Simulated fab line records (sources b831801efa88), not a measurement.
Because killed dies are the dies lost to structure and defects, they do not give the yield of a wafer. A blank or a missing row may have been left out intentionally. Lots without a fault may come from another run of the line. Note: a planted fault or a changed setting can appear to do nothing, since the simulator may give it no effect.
Struck lot and sound lot, side by side || flow sky130 || 15 out of 708 route steps
Sound: the wafers L312.2, L312.4, L312.6. Struck: wafer L320.3 (L320.4, L320.5, from the same lot, were not struck and are left out); the cause is given at the end.
At each step with rows: each side's tool, then ch and its chambers, then its first start. Under that, the readings that differ: sound wafers || struck wafers || difference of the means || sigmas: that difference in standard deviations of wafers without a fault.
alike: readings with means less than 2 such deviations apart, plus words and numbers identical on both sides. not compared: withheld readings, readings lacking a value on some wafer, bounds such as >300 that could conceal the same value, and numbers that have no deviation in the record and whose values overlap.
A row with sigmas, a row that says differs or no value, or rows on one side alone: a step with any of these is where the two part. Numbers that don't overlap but have no deviation are shown without sigmas and don't part them. A reading missing from all wafers of one side parts the sides only when that side holds two or more wafers.

SKY_CAPM_THK_MEAS_01:
  sound: film metro-03 at day 36 23:47; struck: film metro-02 at day 39 18:20
  alike: CAPM_CVD_00_THK
SKY_CAPM_SPUTTER_02: material TiN, target thk 200 nm, time 166.7 s.
  sound: pvd sputter-03 at day 36 23:50; struck: pvd sputter-03 at day 39 18:23
  alike: throttle valve pct
SKY_CAPM_RS_MEAS_03: measurement is done with a four-point probe.
  sound: film metro-02 at day 36 23:58; struck: film metro-03 at day 39 18:32
  alike: CAPM_TIN_RS
SKY_CAPM_THK_MEAS_04: measures by xrf.
  sound: film metro-02 at day 37 00:04; struck: film metro-03 at day 39 18:38
  alike: CAPM_TIN_THK
then, 7 steps without rows for these wafers: SKY_CAPM_DEHYDRATE_05 (time 60 s); SKY_CAPM_HMDS_06 (prime time 60 s); SKY_CAPM_COAT_07 (resist thk 1140 nm); SKY_CAPM_SOFTBAKE_08 (time 60 s); SKY_CAPM_EXPOSE_09 (exposes mask CAPM, target cd 1000 nm); SKY_CAPM_PEB_10; SKY_CAPM_DEVELOP_11 (develop time 60 s).
SKY_CAPM_OVL_MEAS_12:
  sound: overlay-01 at day 38 00:23; struck: overlay-02 at day 40 17:25
  alike: CAPM_OVL
SKY_CAPM_METAL_ETCH_13: etches TiN in Cl2/BCl3, stops on SiO2, target depth 220 nm, time 62.9 s.
  sound on rie metal-02 ch 0,1, day 38 00:25; struck on rie metal-02 ch 1, day 40 17:28
{"reading": "bias w (W)", "sound": "48.50 48.46 48.52", "struck": 37.74, "difference": -10.75, "sigmas": -67}
{"reading": "model.NOVOLAK_of_CAPM_COAT_07.thk nm (nm)", "sound": "995.2 990.7 992.4", "struck": 996.7, "difference": "+3.9", "sigmas": ""}
  alike: drypump motor current A, oes product au, rf fwd power W, throttle valve pct
  not compared: rf hours counter h
SKY_CAPM_STRIP_14: strips in O2/N2.
  sound on plasma asher-01 ch 0,1, day 38 00:29; struck on plasma asher-01 ch 1, day 40 17:34
  alike: drypump motor current A, oes product au, strip time to endpoint s
  not compared: rf hours counter h
-- the record jumps here: 8 days lie between the struck wafers' starts before and after (it left off in module CAPM and takes up again in module PAD_OPEN, whose first step shown is number 708 of the route) --
SKY_PAD_OPEN_PROBE_99:
  sound: prober-02 at day 46 08:40; struck: prober-02 at day 48 11:35
{"reading": "killed at front end", "sound": "16 19 22", "struck": 11, "difference": -8, "sigmas": -2}
{"reading": "killed open", "sound": "41 54 32", "struck": 59, "difference": "+17", "sigmas": "+2"}
  alike: defect limited yield, killed_at_M0_to_M3, killed_at_M4_up, killed at contacts, killed at other, killed dies, killed short, sort_bin_3_pad_short, sort_bin_5_function, sort_bin_6_memory, sort n pass, sort yield pct
  not compared: model.etest.cap mim.leak log10 a cm2

== WHERE THEY PART ==
Earliest at SKY_CAPM_METAL_ETCH_13; latest, in this record, at SKY_PAD_OPEN_PROBE_99.

WHY: what the simulator had put in
rie metal-02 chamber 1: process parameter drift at SKY_CAPM_METAL_ETCH_13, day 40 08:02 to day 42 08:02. A move of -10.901 in setting bias w, from 48.5. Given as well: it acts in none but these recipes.
